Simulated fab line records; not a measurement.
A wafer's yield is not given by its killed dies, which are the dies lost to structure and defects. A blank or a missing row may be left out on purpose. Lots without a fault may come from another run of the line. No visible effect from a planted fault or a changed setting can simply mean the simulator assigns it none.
fab line records	flow sky130
record: lots: 11	wafers: 33	lastDay: 50
route steps=708 shown POLY_GATE@227 LDD_N@244 PAD_OPEN@708
lots that met no fault: taken from a fault-free run of the same line
startH: hours from the record's opening day to when the first of the lot's shown wafers began	waitH: hours elapsed since this lot's preceding step	" identical to the entry in the row above	L1.1+2: a single row standing in for several wafers	- either no value or no given start	* or withheld: withheld	< > ~ a bound
route shown NAME@n: NAME is a module with steps in the file, n the number in the route of the first one	usual: average and standard deviation across the fault-free wafers	same: alike in all rows	chamber/n: place in a boat	sites: the reading at each site	_std_site: their standard deviation	_edge_site: the outer-site mean with the inner-site mean subtracted	radiusMm: how far each site lies from the wafer's centre	mask NAME#n: copy n	behind: tool/chamber where the wafer was last shaped	hold: what put the lot on hold/how long, in hours/how the hold closed	device: transistor that didn't switch, given as n, p or np	end of line: tests run on the same wafers once the route is complete	a step with no rows: only its recipe	killed: at the first sort, the dies lost to defects and structure; wafer yield is something else	map: the dies of a wafer, with x for killed, . for not killed, _ for no die there
set.NAME: the run value of the setting; set.NAME@STEP: its run value at that earlier step	model.NAME: the simulator's own value behind a step, which no gauge read
steps of the route over a sample of lots; a table a step, a row a wafer
services: the hour from which a tool's chamber was out of use, counted from the record's first day as startH (under 0 if before that day), plus the number of hours and why
== steps ==
step: SKY_POLY_GATE_CD_MEAS_13
recipe: targetCdNm: 150
usual: cdNm: 149.8/1.3
lot.wafer	tool	chamber	startH	waitH	cdNm
L923.3	cdSem-02	-	384.97	-	149.7
L923.4	"	-	"	"	151.0
L923.6	"	-	"	"	151.3
L924.1	cdSem-01	-	390.10	-	149.6
L924.5	"	-	"	"	147.9
L924.6	"	-	"	"	150.1
L925.1	cdSem-01	-	407.13	-	151.1
L925.4	"	-	"	"	151.4
L925.5	"	-	"	"	151.3
L930.1	cdSem-02	-	451.43	-	149.3
L930.2	"	-	"	"	150.8
L930.6	"	-	"	"	150.3
L931.1	cdSem-02	-	452.23	-	149.7
L931.3	"	-	"	"	149.2
L931.4	"	-	"	"	149.4
L933.1	cdSem-02	-	476.88	-	148.9
L933.3	"	-	"	"	149.1
L933.6	"	-	"	"	149.2
L937.1	cdSem-01	-	511.05	-	149.7
L937.3	"	-	"	"	150.5
L937.6	"	-	"	"	149.6
L939.2	cdSem-02	-	541.95	-	150.6
L939.3	"	-	"	"	150.0
L939.5	"	-	"	"	149.5
L940.1	cdSem-02	-	542.28	-	150.9
L940.2	"	-	"	"	149.6
L940.3	"	-	"	"	149.2
L941.2	cdSem-02	-	552.70	-	150.2
L941.4	"	-	"	"	149.2
L941.6	"	-	"	"	150.6
L944.1	cdSem-02	-	571.43	-	148.5
L944.4	"	-	"	"	148.6
L944.6	"	-	"	"	148.3
step: SKY_POLY_GATE_STRIP_18
recipe: chemistry: O2/N2	powerW: 1400	pressureMtorr: 1500	platenTempC: withheld	o2FlowSccm: 3000	n2FlowSccm: 288.5	overashFraction: 0.5
usual: drypumpMotorCurrentA: 6.00/0.29	oesProductAu: 0.361/0.0051	stripTimeToEndpointS: 3.17/0.041
lot.wafer	tool	chamber	startH	waitH	drypumpMotorCurrentA	oesProductAu	rfHoursCounterH	stripTimeToEndpointS
L923.3	plasmaAsher-01	0	385.36	0.1	6.44	0.355	-	3.14
L923.4	"	1	"	"	6.28	0.360	-	3.15
L923.6	"	0	"	"	6.43	0.355	-	3.18
L924.1	plasmaAsher-03	0	390.50	0.0	5.89	0.359	69	3.21
L924.5	"	0	"	"	5.91	0.354	-	3.22
L924.6	"	1	"	"	6.15	0.367	-	3.19
L925.1	plasmaAsher-01	1	407.53	0.0	6.25	0.358	60	3.17
L925.4	"	0	"	"	6.41	0.361	-	3.23
L925.5	"	0	"	"	6.45	0.359	-	3.18
L930.1	plasmaAsher-01	1	451.83	0.0	6.30	0.369	65	3.20
L930.2	"	0	"	"	6.40	0.362	65	3.26
L930.6	"	1	"	"	6.26	0.361	-	3.19
L931.1	plasmaAsher-01	0	452.63	0.0	6.45	0.356	65	3.18
L931.3	"	1	"	"	6.27	0.366	-	3.18
L931.4	"	0	"	"	6.44	0.359	-	3.16
L933.1	plasmaAsher-04	0	477.27	0.0	5.93	0.358	77	3.15
L933.3	"	0	"	"	5.98	0.355	-	3.18
L933.6	"	0	"	"	5.94	0.362	-	3.21
L937.1	plasmaAsher-03	0	511.45	0.0	5.91	0.365	8	3.13
L937.3	"	1	"	"	6.17	0.360	-	3.15
L937.6	"	0	"	"	5.91	0.355	-	3.12
L939.2	plasmaAsher-03	0	542.32	0.0	5.90	0.368	11	3.20
L939.3	"	0	"	"	5.89	0.360	-	3.12
L939.5	"	0	"	"	5.91	0.355	-	3.11
L940.1	plasmaAsher-03	1	542.67	0.0	6.19	0.373	11	3.21
L940.2	"	0	"	"	5.91	0.347	11	3.20
L940.3	"	1	"	"	6.16	0.364	-	3.27
L941.2	plasmaAsher-04	0	553.07	0.0	5.94	0.368	85	3.26
L941.4	"	1	"	"	5.54	0.348	-	3.11
L941.6	"	0	"	"	5.95	0.369	-	3.15
L944.1	plasmaAsher-03	0	571.82	0.0	5.91	0.359	14	3.24
L944.4	"	0	"	"	5.90	0.359	-	3.17
L944.6	"	0	"	"	5.90	0.363	-	3.20
step: SKY_LDD_N_OVL_MEAS_07
usual: LDD_N_OVL: -0.1/1.3
lot.wafer	tool	chamber	startH	waitH	LDD_N_OVL[nm]
L923.3	overlay-02	-	418.12	0.1	-0.9
L923.4	"	-	"	"	-1.0
L923.6	"	-	"	"	-1.1
L924.1	overlay-02	-	422.45	0.1	0.2
L924.5	"	-	"	"	-1.5
L924.6	"	-	"	"	0.5
L925.1	overlay-02	-	439.90	0.1	1.7
L925.4	"	-	"	"	2.6
L925.5	"	-	"	"	0.7
L930.1	overlay-02	-	483.93	0.1	-1.2
L930.2	"	-	"	"	0.8
L930.6	"	-	"	"	-1.0
L931.1	overlay-02	-	485.30	0.1	-2.2
L931.3	"	-	"	"	-1.5
L931.4	"	-	"	"	-2.2
L933.1	overlay-02	-	508.98	0.1	-2.2
L933.3	"	-	"	"	-1.8
L933.6	"	-	"	"	-1.9
L937.1	overlay-02	-	544.10	0.1	2.3
L937.3	"	-	"	"	1.3
L937.6	"	-	"	"	1.7
L939.2	overlay-01	-	573.11	0.1	-0.2
L939.3	"	-	"	"	0.8
L939.5	"	-	"	"	1.0
L940.1	overlay-01	-	574.00	0.1	-0.8
L940.2	"	-	"	"	0.6
L940.3	"	-	"	"	-1.0
L941.2	overlay-02	-	584.66	0.1	0.5
L941.4	"	-	"	"	0.7
L941.6	"	-	"	"	0.3
L944.1	overlay-02	-	603.05	0.1	-0.4
L944.4	"	-	"	"	-1.5
L944.6	"	-	"	"	1.0
step: SKY_LDD_N_IMPLANT_10
recipe: species: As	energyKev: 20	doseCm2: 7.5e+13	tiltDeg: withheld	rotationDeg: 203
usual: beamOnS: 9.99/0.18	doseIonsCm2: 7.499e+13/8.3e+10	endStationPressureTorr: 5.3e-06/2.7e-07	faradayCurrentUA: 423/7.8
lot.wafer	tool	chamber	startH	waitH	beamOnS	doseIonsCm2	endStationPressureTorr	faradayCurrentUA
L923.3	implanter-04	0	418.49	0.1	10.19	7.486e+13	5.15e-06	414
L923.4	"	0	"	"	9.77	7.491e+13	5e-06	432
L923.6	"	0	"	"	9.66	7.485e+13	5.29e-06	438
L924.1	implanter-01	0	422.79	0.1	9.90	7.501e+13	5.51e-06	427
L924.5	"	0	"	"	9.95	7.488e+13	4.95e-06	423
L924.6	"	0	"	"	9.87	7.509e+13	5.33e-06	429
L925.1	implanter-01	0	440.24	0.1	10.14	7.506e+13	5.31e-06	417
L925.4	"	0	"	"	9.46	7.502e+13	5.55e-06	445
L925.5	"	0	"	"	9.88	7.496e+13	5.24e-06	428
L930.1	implanter-01	0	484.27	0.1	41.07	3.7305e+14	5.3e-06	510
L930.2	"	0	"	"	42.31	3.7311e+14	5.14e-06	498
L930.6	"	0	"	"	41.63	3.7312e+14	4.97e-06	503
L931.1	implanter-03	0	485.64	0.1	10.26	7.503e+13	5.16e-06	412
L931.3	"	0	"	"	10.09	7.495e+13	5.89e-06	419
L931.4	"	0	"	"	10.20	7.493e+13	5.27e-06	414
L933.1	implanter-01	0	509.32	0.1	42.79	3.7308e+14	4.74e-06	492
L933.3	"	0	"	"	42.84	3.7303e+14	5.12e-06	492
L933.6	"	0	"	"	41.16	3.7293e+14	4.85e-06	510
L937.1	implanter-04	0	544.44	0.1	9.85	7.489e+13	5.1e-06	430
L937.3	"	0	"	"	9.97	7.498e+13	4.88e-06	425
L937.6	"	0	"	"	10.05	7.488e+13	5.69e-06	422
L939.2	implanter-01	0	573.46	0.1	9.96	7.503e+13	5.32e-06	423
L939.3	"	0	"	"	9.99	7.518e+13	5.19e-06	422
L939.5	"	0	"	"	9.77	7.506e+13	5.47e-06	433
L940.1	implanter-03	0	574.34	0.1	9.66	7.495e+13	5.28e-06	439
L940.2	"	0	"	"	9.89	7.503e+13	5.63e-06	428
L940.3	"	0	"	"	9.87	7.494e+13	5.28e-06	428
L941.2	implanter-01	0	585.01	0.1	9.91	7.49e+13	5.06e-06	427
L941.4	"	0	"	"	9.81	7.482e+13	5.09e-06	429
L941.6	"	0	"	"	10.19	7.495e+13	5.03e-06	415
L944.1	implanter-03	0	603.39	0.1	10.07	7.496e+13	5.33e-06	420
L944.4	"	0	"	"	10.32	7.503e+13	5.66e-06	413
L944.6	"	0	"	"	9.80	7.502e+13	5.67e-06	429
step: SKY_LDD_N_STRIP_16
recipe: chemistry: O2/N2	powerW: 1400	pressureMtorr: 1500	platenTempC: withheld	o2FlowSccm: 3000	n2FlowSccm: 300	overashFraction: 0.5
usual: drypumpMotorCurrentA: 5.8/0.55	oesProductAu: 0.406/0.0043	stripTimeToEndpointS: 4.314/0.016
lot.wafer	tool	chamber	startH	waitH	drypumpMotorCurrentA	oesProductAu	rfHoursCounterH	stripTimeToEndpointS
L923.3	plasmaAsher-02	0	419.37	0.1	5.4	0.407	-	4.334
L923.4	"	1	"	"	4.8	0.399	-	4.330
L923.6	"	0	"	"	5.5	0.405	-	4.338
L924.1	plasmaAsher-01	0	423.69	0.1	6.4	0.412	62	4.305
L924.5	"	0	"	"	6.4	0.403	-	4.314
L924.6	"	1	"	"	6.3	0.404	-	4.323
L925.1	plasmaAsher-03	1	441.14	0.1	6.2	0.408	1	4.326
L925.4	"	0	"	"	5.9	0.409	-	4.317
L925.5	"	1	"	"	6.1	0.406	-	4.331
L930.1	plasmaAsher-02	1	485.17	0.1	4.9	0.411	36	5.067
L930.2	"	0	"	"	5.5	0.398	36	5.059
L930.6	"	1	"	"	4.9	0.413	-	5.066
L931.1	plasmaAsher-03	1	486.54	0.1	6.2	0.403	5	4.308
L931.3	"	0	"	"	5.9	0.411	-	4.308
L931.4	"	1	"	"	6.2	0.407	-	4.333
L933.1	plasmaAsher-02	1	510.22	0.1	4.9	0.405	38	5.058
L933.3	"	1	"	"	4.9	0.399	-	5.062
L933.6	"	1	"	"	4.9	0.406	-	5.058
L937.1	plasmaAsher-01	1	545.34	0.1	6.3	0.406	74	4.309
L937.3	"	1	"	"	6.3	0.405	-	4.323
L937.6	"	1	"	"	6.3	0.404	-	4.304
L940.1	plasmaAsher-01	0	575.24	0.1	6.4	0.404	77	4.293
L940.2	"	1	"	"	6.3	0.410	77	4.299
L940.3	"	0	"	"	6.4	0.411	-	4.312
L939.2	plasmaAsher-02	0	575.46	0.1	5.5	0.405	45	4.321
L939.3	"	1	"	"	4.9	0.410	-	4.305
L939.5	"	1	"	"	4.9	0.407	-	4.297
L941.2	plasmaAsher-02	1	585.89	0.1	4.9	0.402	46	4.300
L941.4	"	0	"	"	5.5	0.414	-	4.303
L941.6	"	0	"	"	5.5	0.408	-	4.298
L944.1	plasmaAsher-01	0	604.29	0.1	6.4	0.411	80	4.321
L944.4	"	1	"	"	6.3	0.401	-	4.322
L944.6	"	0	"	"	6.4	0.406	-	4.304
step: SKY_LDD_N_TW_MEAS_17
usual: LDD_N_TW: 2590/27
lot.wafer	tool	chamber	startH	waitH	hold	LDD_N_TW
L923.3	filmMetro-04	-	419.46	0.1	-	2601
L923.4	"	-	"	"	-	2604
L923.6	"	-	"	"	-	2610
L924.1	filmMetro-02	-	423.79	0.1	-	2571
L924.5	"	-	"	"	-	2582
L924.6	"	-	"	"	-	2582
L925.1	filmMetro-03	-	441.24	0.1	-	2554
L925.4	"	-	"	"	-	2549
L925.5	"	-	"	"	-	2571
L930.1	filmMetro-02	-	485.27	0.1	awaitDispo/0.2h/release	2894
L930.2	"	-	"	"	awaitDispo/0.2h/release	2898
L930.6	"	-	"	"	awaitDispo/0.2h/release	2906
L930.1	filmMetro-02	-	485.50	0.2	-	2885
L930.2	"	-	"	"	-	2896
L930.6	"	-	"	"	-	2893
L931.1	filmMetro-04	-	486.64	0.1	-	2627
L931.3	"	-	"	"	-	2617
L931.4	"	-	"	"	-	2624
L933.1	filmMetro-03	-	510.32	0.1	awaitDispo/0.2h/release	2844
L933.3	"	-	"	"	awaitDispo/0.2h/release	2833
L933.6	"	-	"	"	awaitDispo/0.2h/release	2858
L933.1	filmMetro-03	-	510.55	0.2	-	2858
L933.3	"	-	"	"	-	2838
L933.6	"	-	"	"	-	2848
L937.1	filmMetro-03	-	545.44	0.1	-	2557
L937.3	"	-	"	"	-	2553
L937.6	"	-	"	"	-	2559
L940.1	filmMetro-02	-	575.34	0.1	-	2566
L940.2	"	-	"	"	-	2572
L940.3	"	-	"	"	-	2568
L939.2	filmMetro-04	-	575.57	0.1	-	2603
L939.3	"	-	"	"	-	2619
L939.5	"	-	"	"	-	2616
L941.2	filmMetro-02	-	586.00	0.1	-	2580
L941.4	"	-	"	"	-	2599
L941.6	"	-	"	"	-	2592
L944.1	filmMetro-03	-	604.39	0.1	-	2587
L944.4	"	-	"	"	-	2578
L944.6	"	-	"	"	-	2591
step: SKY_PAD_OPEN_PROBE_99
usual: killed_at_M0_to_M3: 44/7.8	killed_at_M4_up: 2.9/1.7	killedAtContacts: 24/5.4	killedAtFrontEnd: 15/4.5	killedAtOther: 0.3/0.55	killedDies: 87/10	killedOpen: 48/7.4	killedShort: 39/5.9
same: grossDies: 492	killedAtBackSide: 0
lot.wafer	tool	chamber	startH	waitH	killed_at_M0_to_M3	killed_at_M4_up	killedAtContacts	killedAtFrontEnd	killedAtOther	killedDies	killedOpen	killedShort
L923.3	prober-02	-	1088.49	0.2	54	3	33	7	0	97	50	47
L923.4	prober-02	-	1088.54	0.2	50	2	17	15	1	85	50	35
L923.6	prober-02	-	1088.64	0.2	58	1	23	20	1	103	56	47
L924.1	prober-01	-	1091.30	0.1	43	2	31	18	0	94	50	44
L924.5	prober-01	-	1091.50	0.2	44	3	29	13	0	89	43	46
L924.6	prober-01	-	1091.55	0.2	46	2	22	18	0	88	57	31
L931.1	prober-01	-	1129.43	0.1	51	1	23	10	0	85	50	35
L931.3	prober-01	-	1129.53	0.2	42	2	34	14	0	92	55	37
L931.4	prober-01	-	1129.58	0.2	42	1	23	20	0	86	49	37
L933.1	prober-01	-	1141.79	0.1	45	6	20	16	0	87	53	34
L933.3	prober-01	-	1141.89	0.2	37	2	18	16	0	73	44	29
L933.6	prober-01	-	1142.04	0.2	56	3	20	21	0	100	47	53
L937.1	prober-02	-	1164.61	0.1	45	2	23	9	0	79	48	31
L937.3	prober-02	-	1164.71	0.2	50	4	28	16	2	100	56	44
L937.6	prober-02	-	1164.86	0.2	46	4	27	17	1	95	58	37
L940.1	prober-02	-	1184.62	0.1	51	3	22	14	0	90	47	43
L940.2	prober-02	-	1184.67	0.1	38	2	22	16	0	78	42	36
L940.3	prober-02	-	1184.72	0.2	47	6	31	10	0	94	60	34
L939.2	prober-01	-	1186.17	0.1	31	3	29	10	0	73	41	32
L939.3	prober-01	-	1186.22	0.2	34	1	25	14	0	74	39	35
L939.5	prober-01	-	1186.32	0.2	32	3	29	18	0	82	47	35
killed by level:class
L923.3 CONTACT:geometricParticle:open=13 VIA1:geometricParticle:open=11 LI_CONTACT:geometricParticle:open=7 CONTACT:geometricParticle:short=7 METAL3:geometricParticle:short=7 METAL2:geometricParticle:short=7 VIA3:geometricParticle:open=7 VIA2:geometricParticle:short=6
L923.4 VIA1:geometricParticle:open=9 VIA2:geometricParticle:open=9 VIA1:geometricParticle:short=8 VIA3:geometricParticle:open=8 CONTACT:geometricParticle:open=6 METAL2:geometricParticle:short=6 LI_CONTACT:geometricParticle:open=5 FIELD_ISO:geometricParticle:short=4
L923.6 VIA1:geometricParticle:open=15 VIA3:geometricParticle:open=9 CONTACT:geometricParticle:open=8 VIA2:geometricParticle:open=7 FIELD_ISO:geometricParticle:open=6 VIA2:geometricParticle:short=6 METAL1:geometricParticle:short=6 LOCAL_INTERCONNECT:geometricParticle:short=5
L924.1 CONTACT:geometricParticle:open=11 VIA2:geometricParticle:open=9 CONTACT:geometricParticle:short=8 LI_CONTACT:geometricParticle:open=7 VIA1:geometricParticle:open=7 VIA3:geometricParticle:open=6 VIA1:geometricParticle:short=6 POLY_GATE:geometricParticle:short=5
L924.5 CONTACT:geometricParticle:open=9 VIA3:geometricParticle:open=8 VIA1:geometricParticle:open=7 LI_CONTACT:geometricParticle:short=6 VIA1:geometricParticle:short=6 CONTACT:geometricParticle:short=5 METAL2:geometricParticle:short=5 VIA2:geometricParticle:open=5
L924.6 VIA1:geometricParticle:open=14 CONTACT:geometricParticle:open=10 POLY_GATE:geometricParticle:open=8 LI_CONTACT:geometricParticle:open=7 VIA1:geometricParticle:short=6 VIA3:geometricParticle:open=6 VIA2:geometricParticle:open=5 POLY_GATE:geometricParticle:short=4
L931.1 VIA1:geometricParticle:open=16 LI_CONTACT:geometricParticle:open=12 VIA3:geometricParticle:open=8 METAL1:geometricParticle:short=5 VIA2:geometricParticle:short=5 POLY_GATE:geometricParticle:short=4 LI_CONTACT:geometricParticle:short=4 METAL2:geometricParticle:short=4
L931.3 VIA1:geometricParticle:open=15 LI_CONTACT:geometricParticle:open=12 CONTACT:geometricParticle:short=9 CONTACT:geometricParticle:open=8 METAL1:geometricParticle:short=5 FIELD_ISO:geometricParticle:short=4 LOCAL_INTERCONNECT:geometricParticle:open=4 VIA2:geometricParticle:open=4
L931.4 LI_CONTACT:geometricParticle:open=7 VIA3:geometricParticle:open=7 LI_CONTACT:geometricParticle:short=6 POLY_GATE:geometricParticle:open=5 POLY_GATE:geometricParticle:short=5 CONTACT:geometricParticle:open=5 VIA1:geometricParticle:open=5 METAL2:geometricParticle:short=5
L933.1 VIA1:geometricParticle:open=11 CONTACT:geometricParticle:open=10 VIA3:geometricParticle:open=9 METAL2:geometricParticle:short=8 LI_CONTACT:geometricParticle:open=6 FIELD_ISO:geometricParticle:short=4 POLY_GATE:geometricParticle:open=4 SPACER:geometricParticle:open=4
L933.3 VIA1:geometricParticle:open=14 CONTACT:geometricParticle:open=7 FIELD_ISO:geometricParticle:open=6 LOCAL_INTERCONNECT:geometricParticle:short=6 VIA3:geometricParticle:open=4 VIA1:geometricParticle:short=4 VIA2:geometricParticle:open=4 FIELD_ISO:geometricParticle:short=3
L933.6 METAL1:geometricParticle:short=12 FIELD_ISO:geometricParticle:short=10 VIA3:geometricParticle:open=10 CONTACT:geometricParticle:open=8 VIA1:geometricParticle:open=8 CONTACT:geometricParticle:short=6 FIELD_ISO:geometricParticle:open=5 VIA1:geometricParticle:short=5
L937.1 VIA1:geometricParticle:open=12 CONTACT:geometricParticle:open=9 LI_CONTACT:geometricParticle:open=6 VIA1:geometricParticle:short=6 VIA3:geometricParticle:open=6 METAL2:geometricParticle:short=5 VIA2:geometricParticle:open=5 LOCAL_INTERCONNECT:geometricParticle:short=4
L937.3 CONTACT:geometricParticle:open=14 METAL1:geometricParticle:short=12 VIA1:geometricParticle:open=11 FIELD_ISO:geometricParticle:open=7 LI_CONTACT:geometricParticle:open=7 VIA1:geometricParticle:short=6 LI_CONTACT:geometricParticle:short=4 VIA3:geometricParticle:open=4
L937.6 CONTACT:geometricParticle:open=12 VIA1:geometricParticle:open=10 VIA3:geometricParticle:open=10 LI_CONTACT:geometricParticle:open=6 VIA2:geometricParticle:open=6 VIA1:geometricParticle:short=5 CONTACT:geometricParticle:short=5 METAL1:geometricParticle:short=5
L940.1 VIA1:geometricParticle:open=13 CONTACT:geometricParticle:open=8 METAL2:geometricParticle:short=7 FIELD_ISO:geometricParticle:short=6 METAL1:geometricParticle:short=6 VIA2:geometricParticle:open=6 LI_CONTACT:geometricParticle:open=5 LI_CONTACT:geometricParticle:short=4
L940.2 VIA1:geometricParticle:open=12 LI_CONTACT:geometricParticle:open=8 CONTACT:geometricParticle:short=5 METAL1:geometricParticle:short=5 METAL2:geometricParticle:short=5 VIA3:geometricParticle:open=5 POLY_GATE:geometricParticle:short=4 CONTACT:geometricParticle:open=4
L940.3 LI_CONTACT:geometricParticle:open=14 CONTACT:geometricParticle:open=10 VIA2:geometricParticle:open=9 VIA3:geometricParticle:open=8 METAL1:geometricParticle:short=7 METAL2:geometricParticle:short=7 VIA1:geometricParticle:short=4 FIELD_ISO:geometricParticle:open=3
L939.2 CONTACT:geometricParticle:open=10 LI_CONTACT:geometricParticle:open=6 CONTACT:geometricParticle:short=6 VIA2:geometricParticle:open=6 METAL1:geometricParticle:short=5 VIA1:geometricParticle:open=5 VIA3:geometricParticle:open=4 VIA3:geometricParticle:short=4
L939.3 CONTACT:geometricParticle:open=12 METAL1:geometricParticle:short=8 VIA1:geometricParticle:open=8 LI_CONTACT:geometricParticle:open=7 VIA3:geometricParticle:short=4 METAL2:geometricParticle:short=4 VIA1:geometricParticle:short=4 POLY_GATE:geometricParticle:short=3
L939.5 VIA1:geometricParticle:open=12 CONTACT:geometricParticle:open=11 LI_CONTACT:geometricParticle:open=6 LOCAL_INTERCONNECT:geometricParticle:short=5 FIELD_ISO:geometricParticle:open=4 CONTACT:geometricParticle:short=4 VIA1:geometricParticle:short=4 VIA2:geometricParticle:open=4
== services ==
tool	chamber	startH	hours	kind
plasmaAsher-03	-	375.22	11.3	repair
plasmaAsher-01	-	375.27	1.5	repair
implanter-03	-	399.10	2.0	repair
plasmaAsher-04	-	417.90	3.9	repair
plasmaAsher-03	-	421.25	9.0	pm
plasmaAsher-03	0	421.25	9.0	ventCycle
plasmaAsher-03	1	421.25	9.0	ventCycle
implanter-01	-	426.83	2.1	pm
plasmaAsher-03	0	430.25	-	clean
plasmaAsher-03	1	430.25	-	clean
implanter-04	-	435.78	6.7	repair
implanter-04	-	439.21	5.5	repair
implanter-01	-	480.23	3.6	repair
plasmaAsher-03	-	505.99	1.4	repair
plasmaAsher-01	-	528.51	5.8	repair
plasmaAsher-02	-	559.86	2.8	pm
implanter-01	-	576.89	5.4	pm
plasmaAsher-02	-	591.96	42.4	repair
== key ==
firstSign: step: SKY_LDD_N_IMPLANT_10	reading: doseIonsCm2	direction: up	sigmas: 99+	usual: *	struck: *
effect: step: SKY_LDD_N_IMPLANT_10	reading: beamOnS	direction: up	sigmas: 99+	usual: 9.99	struck: 41.97
effect: step: SKY_LDD_N_STRIP_16	reading: stripTimeToEndpointS	direction: up	sigmas: 47	usual: *	struck: *
effect: step: SKY_LDD_N_TW_MEAS_17	reading: visit	direction: added
effect: step: SKY_LDD_N_TW_MEAS_17	reading: LDD_N_TW	direction: up	sigmas: 11	usual: 2590	struck: 2872
metAt SKY_LDD_N_IMPLANT_10
struckLots L930,L933
testerLeftOut L930,L933
notActingAt SKY_POLY_GATE_CD_MEAS_13,SKY_POLY_GATE_STRIP_18,SKY_LDD_N_OVL_MEAS_07
onsetBetween 440.24 484.27
fault: kind: processParameterDrift	tool: implanter-01	chamber: -	onsetH: 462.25	steps: SKY_LDD_N_IMPLANT_10	channel: doseCm2	offset: *	shape: step	endH: 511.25	actsIn: *	stated: *
testerLeftOut: of these lots the tester's yield and bins aren't shown, on N5 and GAA mostly nor the transistor test; their killed dies are dies lost to structure and defects alone, not to doping, threshold or leakage, so they don't give the yield
